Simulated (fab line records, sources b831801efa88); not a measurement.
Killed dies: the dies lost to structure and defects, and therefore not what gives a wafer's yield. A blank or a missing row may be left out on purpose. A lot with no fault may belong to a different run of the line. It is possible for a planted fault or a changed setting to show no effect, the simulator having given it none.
The tool behind it: which one? + flow sky130 + 72 wafers from 24 lots sampled at 6 of the route's 708 steps

== WHAT THE GAUGES SHOWED, per wafer ==
SKY_VT_ADJUST_HVTR_CD_MEAS_07 targets a cd of 380 nm. Usual: 380.0 nm for cd-nm, sd 2.4.
| lot  | measured     | on        | cd-nm (nm)        | flag |
|------|--------------|-----------|-------------------|------|
| L074 | day 9 06:17  | cd-sem-02 | 383.0 378.9 382.4 |      |
| L075 | day 9 14:17  | cd-sem-01 | 382.9 383.7 382.6 |      |
| L076 | day 9 18:10  | cd-sem-02 | 376.0 376.2 379.0 |      |
| L077 | day 10 02:25 | cd-sem-01 | 376.8 376.4 380.4 |      |
| L078 | day 10 14:58 | cd-sem-02 | 378.4 380.2 378.4 |      |
| L079 | day 10 19:11 | cd-sem-02 | 379.4 380.4 377.6 |      |
| L080 | day 11 00:39 | cd-sem-02 | 383.0 381.2 381.9 |      |
| L081 | day 12 04:13 | cd-sem-02 | 378.2 378.9 378.5 |      |
| L083 | day 12 09:31 | cd-sem-01 | 375.3 375.8 377.5 |      |
| L082 | day 12 09:50 | cd-sem-01 | 379.8 379.2 379.4 |      |
| L084 | day 12 14:01 | cd-sem-02 | 379.8 378.6 379.2 |      |
| L085 | day 12 23:32 | cd-sem-01 | 381.1 383.1 378.2 |      |
| L086 | day 13 08:43 | cd-sem-01 | 383.5 380.1 377.3 |      |
| L087 | day 13 19:09 | cd-sem-01 | 379.6 380.4 378.7 |      |
| L088 | day 13 23:00 | cd-sem-01 | 383.6 384.9 382.0 |      |
| L089 | day 14 04:08 | cd-sem-01 | 380.4 382.5 382.5 |      |
| L090 | day 14 07:55 | cd-sem-01 | 376.9 377.2 380.2 |      |
| L091 | day 14 17:53 | cd-sem-01 | 384.8 378.9 382.7 |      |
| L092 | day 14 20:20 | cd-sem-02 | 381.0 380.6 381.5 |      |
| L093 | day 15 06:08 | cd-sem-02 | 380.1 379.9 378.9 |      |
| L094 | day 15 11:21 | cd-sem-02 | 377.3 379.2 378.5 |      |
| L095 | day 15 22:35 | cd-sem-02 | 379.8 382.7 380.0 |      |
| L096 | day 16 08:04 | cd-sem-02 | 382.6 384.2 383.7 |      |
| L097 | day 16 09:02 | cd-sem-01 | 381.2 378.4 377.2 |      |

SKY_SONOS_ONO_CD_MEAS_13 targets a cd of 410 nm. Usual: 409.5 nm for cd-nm, sd 2.
| lot  | measured     | on        | cd-nm (nm)        | flag |
|------|--------------|-----------|-------------------|------|
| L074 | day 12 11:01 | cd-sem-01 | 406.4 408.0 409.6 |      |
| L075 | day 13 00:45 | cd-sem-01 | 408.5 409.9 409.6 |      |
| L076 | day 13 00:56 | cd-sem-02 | 409.9 412.1 411.9 |      |
| L077 | day 13 11:05 | cd-sem-01 | 408.5 409.3 407.7 |      |
| L078 | day 13 23:25 | cd-sem-01 | 412.9 411.0 409.2 |      |
| L079 | day 14 05:24 | cd-sem-01 | 408.4 407.5 406.5 |      |
| L080 | day 14 13:15 | cd-sem-01 | 410.0 407.8 407.8 |      |
| L081 | day 15 16:52 | cd-sem-01 | 407.1 406.9 407.5 |      |
| L083 | day 15 22:12 | cd-sem-01 | 406.5 407.6 406.5 |      |
| L082 | day 16 01:30 | cd-sem-01 | 410.2 411.5 411.1 |      |
| L084 | day 16 02:16 | cd-sem-01 | 411.8 411.5 412.2 |      |
| L085 | day 16 14:34 | cd-sem-02 | 406.5 408.2 407.2 |      |
| L086 | day 17 14:46 | cd-sem-01 | 408.6 410.1 412.9 |      |
| L087 | day 17 14:54 | cd-sem-02 | 410.2 409.4 408.4 |      |
| L088 | day 17 19:46 | cd-sem-02 | 407.8 412.0 411.3 |      |
| L089 | day 18 01:59 | cd-sem-01 | 410.5 413.7 411.2 |      |
| L090 | day 18 01:41 | cd-sem-01 | 411.8 407.9 410.3 |      |
| L091 | day 18 14:13 | cd-sem-01 | 409.5 409.3 409.5 |      |
| L092 | day 18 14:13 | cd-sem-02 | 410.0 411.6 412.0 |      |
| L093 | day 19 05:52 | cd-sem-02 | 411.0 409.9 412.9 |      |
| L094 | day 19 08:11 | cd-sem-02 | 409.3 406.6 406.3 |      |
| L095 | day 19 19:40 | cd-sem-02 | 408.7 407.2 410.0 |      |
| L096 | day 20 11:12 | cd-sem-02 | 406.3 407.3 406.3 |      |
| L097 | day 20 11:30 | cd-sem-01 | 408.3 411.0 410.8 |      |

SKY_RES_PROTECT_TW_MEAS_08. Usual: for POLY_GATE_TW the level is 4028 and the standard deviation is 36.
| lot  | measured     | on            | POLY_GATE_TW   | flag |
|------|--------------|---------------|----------------|------|
| L074 | day 14 20:16 | film-metro-03 | 3964 3971 3973 |      |
| L075 | day 15 10:04 | film-metro-03 | 3960 3983 3965 |      |
| L076 | day 15 11:06 | film-metro-03 | 3973 3972 3962 |      |
| L077 | day 15 23:49 | film-metro-02 | 4083 4074 4068 |      |
| L078 | day 16 11:07 | film-metro-04 | 4028 4043 4063 |      |
| L079 | day 16 17:26 | film-metro-03 | 3997 4002 3995 |      |
| L080 | day 17 03:05 | film-metro-04 | 4065 4039 4078 |      |
| L081 | day 18 15:45 | film-metro-04 | 4056 4056 4058 |      |
| L083 | day 18 15:25 | film-metro-04 | 4030 4064 4037 |      |
| L082 | day 18 17:55 | film-metro-02 | 4024 4030 4049 |      |
| L084 | day 18 19:40 | film-metro-03 | 3993 4011 3995 |      |
| L085 | day 19 09:43 | film-metro-02 | 4019 4009 4066 |      |
| L086 | day 20 10:07 | film-metro-03 | 4001 3970 3993 |      |
| L087 | day 20 13:08 | film-metro-02 | 4032 4033 4020 |      |
| L088 | day 20 16:46 | film-metro-04 | 4074 4034 4064 |      |
| L089 | day 20 21:15 | film-metro-03 | 3993 3972 3989 |      |
| L090 | day 20 22:57 | film-metro-02 | 4049 4064 4063 |      |
| L091 | day 21 11:05 | film-metro-04 | 4091 4032 4056 |      |
| L092 | day 21 09:49 | film-metro-04 | 4054 4074 4051 |      |
| L093 | day 22 03:55 | film-metro-04 | 4038 4047 4070 |      |
| L094 | day 22 04:53 | film-metro-04 | 4028 4030 4010 |      |
| L095 | day 22 16:08 | film-metro-02 | 4027 4008 4041 |      |
| L096 | day 23 05:20 | film-metro-02 | 4027 4043 4026 |      |
| L097 | day 23 06:56 | film-metro-02 | 4048 4065 4049 |      |

SKY_POLY_GATE_THK_MEAS_04. Usual: for POLY_GATE_CVD_03_THK the level is 75.3 nm and the standard deviation is 0.63.
| lot  | measured     | on            | POLY_GATE_CVD_03_THK (nm) | flag |
|------|--------------|---------------|---------------------------|------|
| L074 | day 14 23:00 | film-metro-04 | 75.7 75.7 75.8            |      |
| L075 | day 15 11:32 | film-metro-01 | 75.6 76.1 75.3            |      |
| L076 | day 15 14:40 | film-metro-02 | 76.4 76.3 76.1            |      |
| L077 | day 16 12:27 | film-metro-01 | 75.4 75.8 75.7            |      |
| L078 | day 16 16:05 | film-metro-04 | 75.5 76.1 76.1            |      |
| L079 | day 16 20:16 | film-metro-04 | 74.4 74.3 74.6            |      |
| L080 | day 17 09:05 | film-metro-02 | 74.5 74.3 74.6            |      |
| L081 | day 18 20:09 | film-metro-04 | 75.0 75.0 74.8            |      |
| L083 | day 18 20:09 | film-metro-02 | 75.5 75.9 75.4            |      |
| L082 | day 18 20:13 | film-metro-02 | 74.2 74.0 74.8            |      |
| L084 | day 19 01:32 | film-metro-01 | 74.7 74.0 74.2            |      |
| L085 | day 19 11:10 | film-metro-04 | 75.2 74.0 74.1            |      |
| L086 | day 20 12:43 | film-metro-04 | 75.1 75.0 75.3            |      |
| L087 | day 20 14:36 | film-metro-02 | 75.2 75.4 74.9            |      |
| L088 | day 20 18:14 | film-metro-02 | 75.5 75.8 75.8            |      |
| L089 | day 20 22:43 | film-metro-04 | 75.6 76.0 75.4            |      |
| L090 | day 21 00:25 | film-metro-04 | 75.6 75.5 76.1            |      |
| L091 | day 21 12:38 | film-metro-01 | 75.3 75.9 75.1            |      |
| L092 | day 21 11:17 | film-metro-01 | 75.4 76.0 75.8            |      |
| L093 | day 22 06:04 | film-metro-02 | 75.3 75.1 74.9            |      |
| L094 | day 22 08:07 | film-metro-01 | 75.4 74.8 75.6            |      |
| L095 | day 22 18:17 | film-metro-04 | 76.0 75.7 75.5            |      |
| L096 | day 23 07:35 | film-metro-04 | 74.2 74.5 74.7            |      |
| L097 | day 23 08:56 | film-metro-01 | 74.8 74.9 75.2            |      |

SKY_LDD_HVP_OVL_MEAS_07. Usual: for LDD_HVP_OVL the level is 0.9 nm and the standard deviation is 1.3.
| lot  | measured     | on         | LDD_HVP_OVL (nm) | flag |
|------|--------------|------------|------------------|------|
| L074 | day 21 05:56 | overlay-01 | 0.2 0.8 0.7      |      |
| L075 | day 21 21:36 | overlay-02 | -2.2 0.0 -1.7    |      |
| L076 | day 21 23:48 | overlay-02 | -0.3 -1.1 -0.3   |      |
| L077 | day 23 02:20 | overlay-01 | 2.8 3.6 3.4      |      |
| L078 | day 23 04:29 | overlay-02 | 1.0 0.4 1.4      |      |
| L079 | day 23 09:14 | overlay-01 | 2.0 -0.6 -0.3    |      |
| L080 | day 23 19:58 | overlay-01 | 1.3 1.1 1.7      |      |
| L081 | day 25 09:16 | overlay-01 | -1.2 0.3 2.1     |      |
| L083 | day 25 08:32 | overlay-02 | 2.7 0.8 1.5      |      |
| L082 | day 25 09:26 | overlay-02 | 0.7 0.2 0.6      |      |
| L084 | day 25 14:15 | overlay-01 | -0.4 1.1 0.5     |      |
| L085 | day 25 22:11 | overlay-02 | 3.4 2.2 2.5      |      |
| L086 | day 26 21:59 | overlay-02 | 0.0 -0.2 -1.4    |      |
| L087 | day 26 23:49 | overlay-02 | 2.3 2.4 1.7      |      |
| L088 | day 27 01:47 | overlay-02 | 2.5 3.6 2.5      |      |
| L089 | day 27 06:35 | overlay-02 | 1.8 2.4 2.4      |      |
| L090 | day 27 09:05 | overlay-02 | 0.2 1.6 1.0      |      |
| L091 | day 27 21:25 | overlay-01 | 2.5 4.5 3.2      |      |
| L092 | day 27 19:38 | overlay-02 | 0.6 1.3 0.5      |      |
| L093 | day 28 11:38 | overlay-02 | 0.4 1.3 0.0      |      |
| L094 | day 28 12:37 | overlay-01 | -0.3 -0.3 0.6    |      |
| L095 | day 28 22:23 | overlay-02 | 0.9 2.3 1.2      |      |
| L096 | day 29 11:26 | overlay-02 | 0.9 1.6 0.3      |      |
| L097 | day 29 12:32 | overlay-01 | -0.9 0.5 0.8     |      |

== EACH LOT AND THE TOOL THAT RAN IT (in order: tool; ch and the chambers of the sampled wafers; start) ==
| lot  | SKY_POLY_GATE_STRIP_18               |
|------|--------------------------------------|
| L074 | plasma-asher-04 ch 0,1, day 16 02:49 |
| L075 | plasma-asher-03 ch 0,1, day 16 15:28 |
| L076 | plasma-asher-02 ch 0,1, day 16 18:05 |
| L077 | plasma-asher-04 ch 0,1, day 17 17:41 |
| L078 | plasma-asher-02 ch 0,1, day 17 21:43 |
| L079 | plasma-asher-03 ch 0,1, day 18 02:10 |
| L080 | plasma-asher-04 ch 0,1, day 18 14:58 |
| L081 | plasma-asher-03 ch 0,1, day 20 03:49 |
| L083 | plasma-asher-04 ch 0,1, day 20 03:29 |
| L082 | plasma-asher-02 ch 0,1, day 20 03:50 |
| L084 | plasma-asher-04 ch 0,1, day 20 08:56 |
| L085 | plasma-asher-03 ch 0,1, day 20 18:23 |
| L086 | plasma-asher-02 ch 1, day 21 20:07   |
| L087 | plasma-asher-03 ch 0,1, day 21 22:23 |
| L088 | plasma-asher-03 ch 0, day 22 01:29   |
| L089 | plasma-asher-02 ch 0,1, day 22 05:49 |
| L090 | plasma-asher-03 ch 0,1, day 22 07:35 |
| L091 | plasma-asher-02 ch 0,1, day 22 20:01 |
| L092 | plasma-asher-03 ch 0,1, day 22 18:25 |
| L093 | plasma-asher-03 ch 0,1, day 23 12:47 |
| L094 | plasma-asher-02 ch 0,1, day 23 14:10 |
| L095 | plasma-asher-04 ch 0,1, day 23 23:59 |
| L096 | plasma-asher-02 ch 0,1, day 24 14:23 |
| L097 | plasma-asher-04 ch 0,1, day 24 15:26 |
- SKY_POLY_GATE_STRIP_18: strips in O2/N2.

== WHAT THE TOOLS THEMSELVES READ (means of the sampled wafers that have a number; where no wafer has one, the mark that the record gives instead) ==
SKY_POLY_GATE_STRIP_18. Usual: drypump-motor-current-A 5.5 A, standard deviation 0.56; o2-flow-sccm 3001 sccm, standard deviation 10; oes-product-au 0.362 a.u., standard deviation 0.0047; strip-time-to-endpoint-s 3.189 s, standard deviation 0.025.
| lot  | tool            | drypump-motor-current-A (A) | o2-flow-sccm (sccm) | oes-product-au (a.u.) | strip-time-to-endpoint-s (s) | flag |
|------|-----------------|-----------------------------|---------------------|-----------------------|------------------------------|------|
| L074 | plasma-asher-04 | 4.9                         | 2998                | 0.358                 | 3.195                        |      |
| L075 | plasma-asher-03 | 5.3                         | 3000                | 0.364                 | 3.201                        |      |
| L076 | plasma-asher-02 | 6.1                         | 2992                | 0.365                 | 3.226                        |      |
| L077 | plasma-asher-04 | 4.9                         | 3000                | 0.365                 | 3.189                        |      |
| L078 | plasma-asher-02 | 6.1                         | 2995                | 0.360                 | 3.171                        |      |
| L079 | plasma-asher-03 | 5.3                         | 2998                | 0.357                 | 3.157                        |      |
| L080 | plasma-asher-04 | 4.9                         | 3000                | 0.360                 | 3.172                        |      |
| L081 | plasma-asher-03 | 5.3                         | 3009                | 0.362                 | 3.168                        |      |
| L083 | plasma-asher-04 | 4.8                         | 3013                | 0.361                 | 3.198                        |      |
| L082 | plasma-asher-02 | 6.1                         | 2993                | 0.363                 | 3.197                        |      |
| L084 | plasma-asher-04 | 4.9                         | 3005                | 0.362                 | 3.202                        |      |
| L085 | plasma-asher-03 | 5.4                         | 3008                | 0.361                 | 3.195                        |      |
| L086 | plasma-asher-02 | 6.2                         | 2995                | 0.358                 | 3.172                        |      |
| L087 | plasma-asher-03 | 5.4                         | 3008                | 0.360                 | 3.185                        |      |
| L088 | plasma-asher-03 | 6.0                         | 3009                | 0.360                 | 3.224                        |      |
| L089 | plasma-asher-02 | 5.9                         | 3004                | 0.366                 | 3.205                        |      |
| L090 | plasma-asher-03 | 5.7                         | 3000                | 0.367                 | 3.215                        |      |
| L091 | plasma-asher-02 | 5.9                         | 2997                | 0.361                 | 3.177                        |      |
| L092 | plasma-asher-03 | 5.3                         | 2996                | 0.361                 | 3.187                        |      |
| L093 | plasma-asher-03 | 5.3                         | 3002                | 0.360                 | 3.176                        |      |
| L094 | plasma-asher-02 | 5.9                         | 3002                | 0.362                 | 3.185                        |      |
| L095 | plasma-asher-04 | 4.8                         | 2995                | 0.362                 | 3.187                        |      |
| L096 | plasma-asher-02 | 5.9                         | 3013                | 0.361                 | 3.185                        |      |
| L097 | plasma-asher-04 | 4.8                         | 2995                | 0.364                 | 3.161                        |      |

== THE ANSWER, worked out from the rows above alone ==
Rule: take the mean of a lot's wafers that have a number; if it is more than 3 standard deviations from the usual mean, the lot is off. Also off: a lot with no number at a reading for which 4 or more lots have one. All remaining lots with rows at the step are treated as sound. After the gauges, taken in route order, come the tools' own readings; for these a lot's mean is taken, as printed above. At the first step where some lot is off, the reading lying furthest off is the one used; lots without a number count as furthest.
No lot is off on any of the readings shown, so nothing can be concluded from this.

== WHAT WAS PUT IN BY THE SIMULATOR ==
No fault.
